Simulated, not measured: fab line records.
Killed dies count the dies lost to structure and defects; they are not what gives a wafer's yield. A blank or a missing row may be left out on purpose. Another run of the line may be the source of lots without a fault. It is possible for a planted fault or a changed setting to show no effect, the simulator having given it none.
fab line records | flow gf180mcu | part 1 of 2: steps 1 to 27 of 41
[record] lots = 5 wafers = 15 last-day = 32
route steps=602 shown V1@354 M2@362 V2@382
lots untouched by any fault: they come from a run of this same line in which no faults occurred
start-h: hours from the record's first day to the start of the lot's first wafer shown | wait-h: hours elapsed since this lot's preceding step | " same as the row above | L1.1+2: a row that stands for several wafers | - no value, or no start given | * or withheld: withheld | < > ~ a bound
route shown NAME@n: names a module that has steps shown in the file, with the first one's number in the route | usual: mean/standard deviation of fault-free wafers | same: alike in all rows | chamber/n: place in a boat | sites: the reading at each site | _std_site: their standard deviation | _edge_site: outer sites' mean less inner sites' | radius-mm: for every site, how far away it sits from the centre of the wafer | mask NAME#n: copy n | behind: the most recent tool/chamber to have shaped the wafer | hold: the reason the lot was held/the length of the hold in hours/how it ended | device: which transistor (n, p or np) failed to switch | end of line: at the end of the route, the tests of the same wafers | a step without rows: its recipe alone | killed: at the first sort, the dies lost to defects and structure; wafer yield is something else | map: a wafer's dies, marking killed ones x, the rest . and places with no die _
set.NAME: setting as actually run; set.NAME@STEP: the setting as run at that earlier step | model.NAME: the simulator's own value behind a step, which no gauge read
lots at selected steps of the route; one table per step, one row per wafer
services: from which hour (start-h, from the record's first day; less than 0 if before it) a tool's chamber was out of use, for how many hours, and why
[[steps]]
[step GF_V1_STRIP_19]
[recipe] chemistry = post-etch-residue-remover time-s = 1200 temp-c = 72.5
[usual] bath-guard-temp-C = 72.6/0.31 bath-heat-duty-pct = 15.0/1.7
// columns lot.wafer tool chamber start-h wait-h bath-guard-temp-C bath-heat-duty-pct
L076.4 wet-bench-04 1 425.40 0.0 73.1 15.0
L076.5 " 1 " " 72.3 16.6
L076.6 " 1 " " 72.8 16.4
L078.1 wet-bench-02 2 449.18 0.1 72.6 11.7
L078.4 " 2 " " 72.6 12.7
L078.5 " 2 " " 72.7 12.9
L079.1 wet-bench-02 1 457.02 0.1 72.3 13.2
L079.4 " 1 " " 72.4 13.4
L079.6 " 1 " " 72.8 13.4
L084.1 wet-bench-02 1 502.12 0.1 72.3 13.3
L084.2 " 1 " " 72.4 13.5
L084.6 " 1 " " 71.9 13.5
L088.1 wet-bench-02 0 538.57 0.1 72.2 15.9
L088.3 " 0 " " 72.3 16.1
L088.6 " 0 " " 72.0 15.8
[step GF_V1_CLEAN_20]
[recipe] chemistry = DIW dry = n2-spin
// columns lot.wafer tool chamber start-h wait-h
L076.4+5+6 wet-bench-03 0 425.75 0.0
L078.1+4+5 wet-bench-04 3 449.52 0.0
L079.1+4+6 wet-bench-03 0 457.36 0.0
L084.1+2+6 wet-bench-04 3 502.46 0.0
L088.1+3+6 wet-bench-04 3 538.91 0.0
[step GF_V1_SPUTTER_21]
[recipe] material = Ti target-thk-nm = 15 chamber-pressure-pa = 5 power-w = 2500 substrate-temp-c = 200 time-s = 80.02
[usual] throttle-valve-pct = 30.3/0.92
// columns lot.wafer tool chamber start-h wait-h throttle-valve-pct
L076.4 pvd-sputter-01 - 425.84 0.0 30.8
L076.5 " - " " 30.9
L076.6 " - " " 30.0
L078.1 pvd-sputter-03 - 449.61 0.0 30.7
L078.4 " - " " 31.7
L078.5 " - " " 31.7
L079.1 pvd-sputter-01 - 457.45 0.0 29.8
L079.4 " - " " 29.9
L079.6 " - " " 30.0
L084.1 pvd-sputter-03 - 502.55 0.0 31.6
L084.2 " - " " 28.3
L084.6 " - " " 30.5
L088.1 pvd-sputter-01 - 539.09 0.0 31.2
L088.3 " - " " 30.1
L088.6 " - " " 29.8
[step GF_V1_SPUTTER_22]
[recipe] material = TiN target-thk-nm = 10 chamber-pressure-pa = 5 power-w = 4000 time-s = 40
[usual] throttle-valve-pct = 30.3/0.92
// columns lot.wafer tool chamber start-h wait-h throttle-valve-pct
L076.4 pvd-sputter-01 - 425.90 0.0 30.9
L076.5 " - " " 31.1
L076.6 " - " " 29.7
L078.1 pvd-sputter-03 - 449.67 0.0 30.5
L078.4 " - " " 31.6
L078.5 " - " " 31.6
L079.1 pvd-sputter-01 - 457.51 0.0 30.0
L079.4 " - " " 29.8
L079.6 " - " " 30.0
L084.1 pvd-sputter-03 - 502.61 0.0 31.4
L084.2 " - " " 28.2
L084.6 " - " " 30.4
L088.1 pvd-sputter-01 - 539.15 0.0 30.9
L088.3 " - " " 30.0
L088.6 " - " " 30.1
[step GF_V1_CVD_23]
[recipe] material = W target-thk-nm = 350 time-s = 105.05 temp-c = 400 pressure-torr = 40
[usual] heater-power-outer-w = 494/62 heater-power-w = 825/84
// columns lot.wafer tool chamber start-h wait-h heater-power-outer-w heater-power-w
L076.4 cvd-w-02 1 425.97 0.1 486 829
L076.5 " 0 " " 479 796
L076.6 " 1 " " 483 823
L078.1 cvd-w-01 0 449.71 0.0 427 718
L078.4 " 0 " " 433 725
L078.5 " 0 " " 428 710
L079.1 cvd-w-01 1 457.55 0.0 652 995
L079.4 " 1 " " 633 1040
L079.6 " 1 " " 640 1015
L084.1 cvd-w-02 1 502.65 0.0 497 824
L084.2 " 0 " " 464 776
L084.6 " 0 " " 463 809
L088.1 cvd-w-02 1 539.19 0.0 492 847
L088.3 " 0 " " 462 818
L088.6 " 0 " " 466 814
[step GF_V1_RS_MEAS_24]
[recipe] thk-meas-gauge = four-point-probe reads = W_of_V1_CVD_23+TiN_of_V1_SPUTTER_22+Ti_of_V1_SPUTTER_21
[usual] V1_W_RS = 0.327/0.0038
// columns lot.wafer tool chamber start-h wait-h V1_W_RS[ohm/sq]
L076.4 film-metro-04 - 426.11 0.1 0.331
L076.5 " - " " 0.332
L076.6 " - " " 0.328
L078.1 film-metro-01 - 449.82 0.1 0.322
L078.4 " - " " 0.324
L078.5 " - " " 0.326
L079.1 film-metro-01 - 457.66 0.1 0.328
L079.4 " - " " 0.325
L079.6 " - " " 0.326
L084.1 film-metro-02 - 502.76 0.1 0.329
L084.2 " - " " 0.329
L084.6 " - " " 0.327
L088.1 film-metro-01 - 539.30 0.1 0.324
L088.3 " - " " 0.324
L088.6 " - " " 0.325
[step GF_V1_THK_MEAS_25]
[recipe] thk-meas-gauge = xrf reads = W_of_V1_CVD_23
[usual] V1_W_THK = 344/3.8
// columns lot.wafer tool chamber start-h wait-h V1_W_THK[nm]
L076.4 film-metro-04 - 426.20 0.1 337
L076.5 " - " " 337
L076.6 " - " " 342
L078.1 film-metro-01 - 449.94 0.1 348
L078.4 " - " " 343
L078.5 " - " " 342
L079.1 film-metro-01 - 457.78 0.1 343
L079.4 " - " " 347
L079.6 " - " " 345
L084.1 film-metro-02 - 502.88 0.1 345
L084.2 " - " " 343
L084.6 " - " " 344
L088.1 film-metro-01 - 539.42 0.1 348
L088.3 " - " " 348
L088.6 " - " " 346
[step GF_V1_CMP_26]
[recipe] stop-on = SiO2 down-force-psi = 3.5 platen-rpm = 60 t-overpolish-s = 15 target-thk-nm = 0 pad-velocity-m-s = 0.94248
[usual] motor-current-A = 10.8/0.99 overpolish-run-s = 15.000/0.0095 time-to-endpoint-s = 84/3.5
// columns lot.wafer tool chamber start-h wait-h motor-current-A overpolish-run-s time-to-endpoint-s
L076.4 cmp-02 0 426.28 0.1 12.9 15.008 85
L076.6 " 3 " " 9.6 15.012 87
L076.5 " 0 " " 12.2 14.997 85
L078.4 cmp-02 0 450.00 0.0 12.6 15.006 87
L078.1 " 3 " " 9.0 15.007 82
L078.5 " 0 " " 12.5 15.008 84
L079.1 cmp-01 1 457.94 0.1 9.7 15.005 83
L079.4 " 2 " " 10.3 15.003 83
L079.6 " 0 " " 11.6 14.985 84
L084.2 cmp-02 0 502.94 0.0 13.2 14.996 86
L084.1 " 1 " " 10.5 15.002 83
L084.6 " 0 " " 12.8 14.991 86
L088.1 cmp-02 1 539.53 0.1 10.0 14.997 76
L088.3 " 3 " " 9.4 15.000 79
L088.6 " 1 " " 10.6 15.010 78
[step GF_M2_SPUTTER_00]
[recipe] material = Ti target-thk-nm = 37.5 arriving-ion-energy-ev = 80 substrate-temp-c = 200 chamber-pressure-pa = 2 power-w = 4000 time-s = 150
[usual] throttle-valve-pct = 30.1/1
// columns lot.wafer tool chamber start-h wait-h throttle-valve-pct
L076.4 pvd-sputter-04 - 426.53 0.2 31.1
L076.5 " - " " 31.3
L076.6 " - " " 31.0
L078.1 pvd-sputter-03 - 450.30 0.1 31.1
L078.4 " - " " 28.4
L078.5 " - " " 30.6
L079.1 pvd-sputter-02 - 458.14 0.1 29.0
L079.4 " - " " 29.4
L079.6 " - " " 31.2
L084.1 pvd-sputter-02 - 503.24 0.2 29.5
L084.2 " - " " 30.2
L084.6 " - " " 30.1
L088.1 pvd-sputter-03 - 539.78 0.2 30.9
L088.3 " - " " 30.5
L088.6 " - " " 31.4
[step GF_M2_SPUTTER_01]
[recipe] material = TiN target-thk-nm = 30 power-w = 6500 time-s = 25 chamber-pressure-pa = 0.4
[usual] throttle-valve-pct = 30.1/1
// columns lot.wafer tool chamber start-h wait-h throttle-valve-pct
L076.4 pvd-sputter-04 - 426.63 0.1 30.9
L076.5 " - " " 31.0
L076.6 " - " " 30.8
L078.1 pvd-sputter-03 - 450.40 0.1 31.0
L078.4 " - " " 28.3
L078.5 " - " " 30.8
L079.1 pvd-sputter-02 - 458.24 0.1 29.0
L079.4 " - " " 29.4
L079.6 " - " " 31.0
L084.1 pvd-sputter-02 - 503.34 0.1 29.6
L084.2 " - " " 29.8
L084.6 " - " " 30.1
L088.1 pvd-sputter-03 - 539.88 0.1 30.9
L088.3 " - " " 30.8
L088.6 " - " " 31.6
[step GF_M2_SPUTTER_02]
[recipe] material = AlCu target-thk-nm = 450 power-w = 10600 time-s = 23.9 chamber-pressure-pa = 0.4
[usual] throttle-valve-pct = 30.1/1
// columns lot.wafer tool chamber start-h wait-h throttle-valve-pct
L076.4 pvd-sputter-04 - 426.66 0.0 31.2
L076.5 " - " " 31.1
L076.6 " - " " 31.0
L078.1 pvd-sputter-03 - 450.44 0.0 31.1
L078.4 " - " " 28.2
L078.5 " - " " 30.4
L079.1 pvd-sputter-02 - 458.27 0.0 28.8
L079.4 " - " " 29.7
L079.6 " - " " 31.3
L084.1 pvd-sputter-02 - 503.37 0.0 29.7
L084.2 " - " " 30.4
L084.6 " - " " 30.2
L088.1 pvd-sputter-03 - 539.92 0.0 30.9
L088.3 " - " " 30.6
L088.6 " - " " 31.6
[step GF_M2_SPUTTER_03]
[recipe] material = Ti target-thk-nm = 10 substrate-temp-c = 300 chamber-pressure-pa = 0.3 power-w = 3000 time-s = 6.7
[usual] throttle-valve-pct = 30.1/1
// columns lot.wafer tool chamber start-h wait-h throttle-valve-pct
L076.4 pvd-sputter-04 - 426.69 0.0 31.2
L076.5 " - " " 31.1
L076.6 " - " " 31.0
L078.1 pvd-sputter-03 - 450.47 0.0 31.0
L078.4 " - " " 28.1
L078.5 " - " " 30.7
L079.1 pvd-sputter-02 - 458.30 0.0 28.7
L079.4 " - " " 29.5
L079.6 " - " " 31.4
L084.1 pvd-sputter-02 - 503.40 0.0 29.8
L084.2 " - " " 30.1
L084.6 " - " " 30.1
L088.1 pvd-sputter-03 - 539.95 0.0 30.8
L088.3 " - " " 30.8
L088.6 " - " " 31.4
[step GF_M2_SPUTTER_04]
[recipe] material = TiN target-thk-nm = 50 power-w = 6500 time-s = 41.7 chamber-pressure-pa = 0.4
[usual] throttle-valve-pct = 30.1/1
// columns lot.wafer tool chamber start-h wait-h throttle-valve-pct
L076.4 pvd-sputter-04 - 426.71 0.0 31.2
L076.5 " - " " 31.2
L076.6 " - " " 30.9
L078.1 pvd-sputter-03 - 450.49 0.0 30.7
L078.4 " - " " 28.1
L078.5 " - " " 30.4
L079.1 pvd-sputter-02 - 458.33 0.0 28.9
L079.4 " - " " 29.6
L079.6 " - " " 31.4
L084.1 pvd-sputter-02 - 503.42 0.0 29.6
L084.2 " - " " 30.2
L084.6 " - " " 30.2
L088.1 pvd-sputter-03 - 539.97 0.0 30.8
L088.3 " - " " 30.5
L088.6 " - " " 31.8
[step GF_M2_RS_MEAS_05]
[recipe] thk-meas-gauge = four-point-probe reads = TiN_of_M2_SPUTTER_04+Ti_of_M2_SPUTTER_03+AlCu_of_M2_SPUTTER_02+TiN_of_M2_SPUTTER_01+Ti_of_M2_SPUTTER_00
[usual] M2_ALCU_RS = 0.0694/0.00084
// columns lot.wafer tool chamber start-h wait-h M2_ALCU_RS[ohm/sq]
L076.4 film-metro-04 - 426.81 0.1 0.0687
L076.5 " - " " 0.0684
L076.6 " - " " 0.0706
L078.1 film-metro-02 - 450.53 0.0 0.0706
L078.4 " - " " 0.0701
L078.5 " - " " 0.0707
L079.1 film-metro-03 - 458.36 0.0 0.0690
L079.4 " - " " 0.0681
L079.6 " - " " 0.0695
L084.1 film-metro-02 - 503.46 0.0 0.0690
L084.2 " - " " 0.0696
L084.6 " - " " 0.0697
L088.1 film-metro-02 - 540.01 0.0 0.0696
L088.3 " - " " 0.0693
L088.6 " - " " 0.0699
[step GF_M2_THK_MEAS_06]
[recipe] thk-meas-gauge = xrf reads = AlCu_of_M2_SPUTTER_02
[usual] M2_ALCU_THK = 451/6.3
// columns lot.wafer tool chamber start-h wait-h M2_ALCU_THK[nm]
L076.4 film-metro-04 - 426.90 0.1 452
L076.5 " - " " 452
L076.6 " - " " 440
L078.1 film-metro-02 - 450.65 0.1 446
L078.4 " - " " 447
L078.5 " - " " 445
L079.1 film-metro-03 - 458.48 0.1 451
L079.4 " - " " 457
L079.6 " - " " 447
L084.1 film-metro-02 - 503.58 0.1 455
L084.2 " - " " 450
L084.6 " - " " 450
L088.1 film-metro-02 - 540.13 0.1 450
L088.3 " - " " 449
L088.6 " - " " 451
[step GF_M2_DEHYDRATE_07]
[recipe] temp-c = 200 time-s = 60
// columns lot.wafer tool chamber start-h wait-h
L076.4+5+6 litho-track-01 0 438.52 11.6
L078.1+4+5 litho-track-03 0 462.24 11.6
L079.1+4+6 litho-track-01 0 470.04 11.5
L084.1+2+6 litho-track-03 0 514.34 10.7
L088.1+3+6 litho-track-01 0 550.64 10.5
[step GF_M2_HMDS_08]
[recipe] prime-time-s = 60 prime-temp-c = 120
// columns lot.wafer tool chamber start-h wait-h
L076.4+5+6 litho-track-01 0 438.67 0.1
L078.1+4+5 litho-track-03 0 462.39 0.1
L079.1+4+6 litho-track-01 0 470.19 0.1
L084.1+2+6 litho-track-03 0 514.49 0.1
L088.1+3+6 litho-track-01 0 550.79 0.1
[step GF_M2_COAT_09]
[recipe] resist = KrF spin-rpm = withheld resist-thk-nm = 1000
// columns lot.wafer tool chamber start-h wait-h
L076.4+5+6 litho-track-01 0 438.82 0.1
L078.1+4+5 litho-track-03 0 462.54 0.1
L079.1+4+6 litho-track-01 0 470.34 0.1
L084.1+2+6 litho-track-03 0 514.64 0.1
L088.1+3+6 litho-track-01 0 550.94 0.1
[step GF_M2_SOFTBAKE_10]
[recipe] temp-c = 130 time-s = 60 resist = KrF
// columns lot.wafer tool chamber start-h wait-h
L076.4+5+6 litho-track-01 0 438.97 0.1
L078.1+4+5 litho-track-03 0 462.69 0.1
L079.1+4+6 litho-track-01 0 470.49 0.1
L084.1+2+6 litho-track-03 0 514.79 0.1
L088.1+3+6 litho-track-01 0 551.09 0.1
[step GF_M2_EXPOSE_11]
[recipe] mask-id = Metal2 target-cd-nm = 280 na = 0.68 source-shape = conventional sigma-outer = 0.6 dose-mj = 28
// columns lot.wafer tool chamber start-h wait-h mask
L076.4+5+6 krf-scanner-02 0 - - Metal2#0
L078.1+4+5 krf-scanner-02 0 - - Metal2#0
L079.1+4+6 krf-scanner-02 0 - - Metal2#0
L084.1+2+6 krf-scanner-02 0 - - Metal2#0
L088.1+3+6 krf-scanner-01 0 - - Metal2#0
[step GF_M2_PEB_12]
[recipe] peb-temp-c = 135 peb-time-s = 90 resist = KrF
[same] peb-time-s = 90
// columns lot.wafer tool chamber start-h wait-h
L076.4+5+6 litho-track-02 0 - -
L078.1+4+5 litho-track-02 0 - -
L079.1+4+6 litho-track-02 0 - -
L084.1+2+6 litho-track-03 0 - -
L088.1+3+6 litho-track-02 0 - -
[step GF_M2_DEVELOP_13]
[recipe] develop-time-s = 60 dev-temp-c = 21
[same] develop-time-s = 60
// columns lot.wafer tool chamber start-h wait-h
L076.4+5+6 litho-track-02 0 450.71 0.1
L078.1+4+5 litho-track-02 0 474.73 0.2
L079.1+4+6 litho-track-02 0 482.13 0.2
L084.1+2+6 litho-track-03 0 526.34 0.2
L088.1+3+6 litho-track-02 0 562.38 0.2
[step GF_M2_CD_MEAS_14]
[recipe] target-cd-nm = 280
[usual] cd-nm = 280.3/1.5
// columns lot.wafer tool chamber start-h wait-h cd-nm
L076.4 cd-sem-01 - 450.84 0.1 277.5
L076.5 " - " " 278.6
L076.6 " - " " 277.9
L078.1 cd-sem-02 - 474.88 0.1 281.3
L078.4 " - " " 282.7
L078.5 " - " " 281.6
L079.1 cd-sem-01 - 482.28 0.1 282.3
L079.4 " - " " 281.7
L079.6 " - " " 282.3
L084.1 cd-sem-01 - 526.49 0.1 279.0
L084.2 " - " " 278.3
L084.6 " - " " 278.8
L088.1 cd-sem-02 - 562.53 0.1 280.2
L088.3 " - " " 280.8
L088.6 " - " " 279.8
[step GF_M2_OVL_MEAS_15]
[usual] M2_OVL = 0/5.1
// columns lot.wafer tool chamber start-h wait-h M2_OVL[nm]
L076.4 overlay-01 - 450.92 0.1 -9
L076.5 " - " " -3
L076.6 " - " " -5
L078.1 overlay-02 - 475.00 0.1 7
L078.4 " - " " 0
L078.5 " - " " 8
L079.1 overlay-01 - 482.40 0.1 6
L079.4 " - " " 0
L079.6 " - " " 0
L084.1 overlay-02 - 526.61 0.1 4
L084.2 " - " " -8
L084.6 " - " " -5
L088.1 overlay-01 - 562.65 0.1 -7
L088.3 " - " " -9
L088.6 " - " " -9
[step GF_M2_METAL_ETCH_16]
[recipe] chemistry = Cl2/BCl3 mask-material = KrF target-depth-nm = 627.5 stop-on = SiO2 pressure-mtorr = 8 icp-w = 800 bias-w = 140 Cl2_flow_sccm = 80 bcl3-flow-sccm = 40 time-s = 104.6
[usual] drypump-motor-current-A = 6.0/0.6 he-backside-leak-sccm = 3.28/0.24 oes-product-au = 0.972/0.0061 rf-fwd-power-W = 795.3/2.5 throttle-valve-pct = 28.250/0.01
// columns lot.wafer tool chamber start-h wait-h drypump-motor-current-A he-backside-leak-sccm oes-product-au rf-fwd-power-W rf-hours-counter-h throttle-valve-pct
L076.4 rie-metal-01 1 450.98 0.0 5.9 3.11 0.973 794.1 - 28.265
L076.5 " 1 " " 5.9 3.17 0.968 792.7 - 28.230
L076.6 " 0 " " 5.5 3.00 0.971 793.9 - 28.262
L078.1 rie-metal-01 0 475.04 0.0 5.5 3.21 0.965 793.3 10 28.254
L078.4 " 0 " " 5.5 3.10 0.968 792.4 - 28.266
L078.5 " 0 " " 5.5 2.94 0.972 789.1 - 28.264
L079.1 rie-metal-03 1 482.44 0.0 6.7 3.22 0.970 791.5 2 28.233
L079.4 " 0 " " 6.5 3.36 0.978 795.1 - 28.237
L079.6 " 1 " " 6.7 3.19 0.969 792.7 - 28.259
L084.1 rie-metal-01 0 526.64 0.0 5.5 3.14 0.968 795.4 11 28.244
L084.2 " 1 " " 5.9 2.91 0.971 799.4 1 28.246
L084.6 " 0 " " 5.5 3.18 0.966 796.8 - 28.253
L088.1 rie-metal-01 0 562.69 0.0 5.5 2.98 0.974 798.0 12 28.242
L088.3 " 0 " " 5.6 3.22 0.973 796.6 - 28.234
L088.6 " 0 " " 5.6 3.31 0.973 798.6 - 28.259
[step GF_M2_STRIP_17]
[recipe] chemistry = O2/N2 power-w = 1400 pressure-mtorr = 1500 platen-temp-c = 250 o2-flow-sccm = 3000 n2-flow-sccm = 300 overash-fraction = 0.5
[usual] drypump-motor-current-A = 5.8/0.48 heater-power-w = 340/20 o2-flow-sccm = 3000/9 oes-product-au = 0.557/0.0048 platen-temp-c = 249.98/0.19 strip-time-to-endpoint-s = 7.87/0.055
[same] overash-fraction = 0.5
// columns lot.wafer tool chamber start-h wait-h drypump-motor-current-A heater-power-w o2-flow-sccm oes-product-au platen-temp-c rf-hours-counter-h strip-time-to-endpoint-s
L076.4 plasma-asher-02 1 451.09 0.1 5.2 316 2989 0.561 250.24 - 7.92
L076.5 " 0 " " 5.9 335 3009 0.563 249.88 - 7.89
L076.6 " 1 " " 5.2 321 3003 0.558 249.91 - 7.85
L078.1 plasma-asher-01 1 475.26 0.2 6.6 379 2990 0.560 249.95 5 7.86
L078.4 " 1 " " 6.6 370 2998 0.562 250.13 - 7.86
L078.5 " 0 " " 5.3 332 2986 0.556 250.12 - 7.86
L079.1 plasma-asher-04 0 482.55 0.1 5.9 328 3010 0.559 250.17 71 7.98
L079.4 " 1 " " 6.1 340 2996 0.563 249.93 - 7.87
L079.6 " 1 " " 6.1 350 2994 0.569 249.99 - 7.96
L084.1 plasma-asher-04 1 526.76 0.1 6.1 344 3002 0.556 249.79 76 7.83
L084.2 " 0 " " 5.9 324 2999 0.558 249.58 76 7.85
L084.6 " 0 " " 5.9 324 2990 0.558 250.19 - 7.86
L088.1 plasma-asher-01 1 562.80 0.1 6.7 374 3005 0.559 250.02 15 7.85
L088.3 " 1 " " 6.6 372 3009 0.560 250.05 - 7.86
L088.6 " 1 " " 6.6 378 3002 0.557 249.81 - 7.86
[step GF_M2_STRIP_18]
[recipe] chemistry = post-etch-residue-remover time-s = 1200 temp-c = 72.5
[usual] bath-guard-temp-C = 72.6/0.35 bath-heat-duty-pct = 14.5/1.2
// columns lot.wafer tool chamber start-h wait-h bath-guard-temp-C bath-heat-duty-pct
L076.4 wet-bench-04 0 451.15 0.0 72.0 15.4
L076.5 " 0 " " 71.5 16.0
L076.6 " 0 " " 72.0 14.5
L078.1 wet-bench-01 1 475.36 0.1 72.9 15.2
L078.4 " 1 " " 73.2 14.8
L078.5 " 1 " " 73.1 15.3
L079.1 wet-bench-01 1 482.65 0.1 73.0 15.4
L079.4 " 1 " " 73.3 15.4
L079.6 " 1 " " 73.0 14.3
L084.1 wet-bench-01 0 526.86 0.1 72.6 14.0
L084.2 " 0 " " 72.6 13.8
L084.6 " 0 " " 72.8 13.8
L088.1 wet-bench-04 2 562.90 0.1 72.9 14.5
L088.3 " 2 " " 72.8 15.4
L088.6 " 2 " " 72.9 14.9
